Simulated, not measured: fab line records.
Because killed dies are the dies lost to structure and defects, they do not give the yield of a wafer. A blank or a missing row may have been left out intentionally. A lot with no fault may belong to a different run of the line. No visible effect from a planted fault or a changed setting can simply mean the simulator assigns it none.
Matching of chambers :: flow gf180mcu :: GF_V4_CMP_26 on cmp-01 has 4 sister chambers
The step polishes, stops on SiO2, t overpolish 15 s, target thk 0 nm. 8 wafers are shown with their chamber, then 12 later ones without.

WAFERS PAIRED WITH THEIR CHAMBERS
wafer: L086.4
chamber: 2
time to endpoint s (s): 86
motor current A (A): 11.2

wafer: L087.1
chamber: 0
time to endpoint s (s): 76
motor current A (A): 11.8

wafer: L087.4
chamber: 2
time to endpoint s (s): 84
motor current A (A): 11.3

wafer: L088.1
chamber: 3
time to endpoint s (s): 80
motor current A (A): 11.2

wafer: L088.3
chamber: 0
time to endpoint s (s): 78
motor current A (A): 11.3

wafer: L089.1
chamber: 1
time to endpoint s (s): 82
motor current A (A): 11.3

wafer: L089.2
chamber: 3
time to endpoint s (s): 85
motor current A (A): 11.1

wafer: L089.5
chamber: 1
time to endpoint s (s): 82
motor current A (A): 11.5

WAFERS MISSING THEIR CHAMBER
wafer: L090.4
time to endpoint s (s): 85
motor current A (A): 11.2

wafer: L090.5
time to endpoint s (s): 81
motor current A (A): 11.3

wafer: L090.6
time to endpoint s (s): 84
motor current A (A): 11.5

wafer: L092.3
time to endpoint s (s): 85
motor current A (A): 10.8

wafer: L092.4
time to endpoint s (s): 80
motor current A (A): 12.3

wafer: L092.6
time to endpoint s (s): 80
motor current A (A): 12.0

wafer: L096.2
time to endpoint s (s): 87
motor current A (A): 11.4

wafer: L096.4
time to endpoint s (s): 84
motor current A (A): 11.4

wafer: L096.5
time to endpoint s (s): 81
motor current A (A): 12.3

wafer: L097.3
time to endpoint s (s): 78
motor current A (A): 11.7

wafer: L097.5
time to endpoint s (s): 83
motor current A (A): 12.1

wafer: L097.6
time to endpoint s (s): 84
motor current A (A): 11.0

THE CHAMBER EACH PASSED THROUGH
wafer: L090.4
from the rows above: can't be placed: 2 or 3 or 1
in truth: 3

wafer: L090.5
from the rows above: can't be placed: 1 or 3 or 2 or 0
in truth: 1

wafer: L090.6
from the rows above: can't be placed: 1 or 2 or 3
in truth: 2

wafer: L092.3
from the rows above: can't be placed: 3 or 2 or 1
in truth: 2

wafer: L092.4
from the rows above: can't be placed: 0 or 1 or 2 or 3
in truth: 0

wafer: L092.6
from the rows above: can't be placed: 0 or 1 or 3 or 2
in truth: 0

wafer: L096.2
from the rows above: can't be placed: 2 or 1 or 3
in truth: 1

wafer: L096.4
from the rows above: can't be placed: 2 or 1 or 3
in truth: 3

wafer: L096.5
from the rows above: can't be placed: 0 or 1 or 2 or 3
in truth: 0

wafer: L097.3
from the rows above: can't be placed: 0 or 1
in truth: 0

wafer: L097.5
from the rows above: can't be placed: 1 or 0 or 2 or 3
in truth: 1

wafer: L097.6
from the rows above: can't be placed: 3 or 2 or 1
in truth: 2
Placed correctly: 0 of 12. These rows do not allow placing 12 (true chamber among the candidates in 12). 0 placed wrongly.
How it was worked out, from the rows above alone: a wafer's distance from a chamber is the root of the sum, over the readings, of the square of ((its reading less the chamber's mean) divided by the reading's scatter). The wafer belongs to the nearest chamber; if the next one is less than 2 further off, it can't be placed. For every chamber, the mean is computed from those of its wafers that are shown. The scatter is the square root of a quotient: the sum, over the shown wafers, of each reading's squared deviation from its chamber's mean, divided by wafers minus chambers.
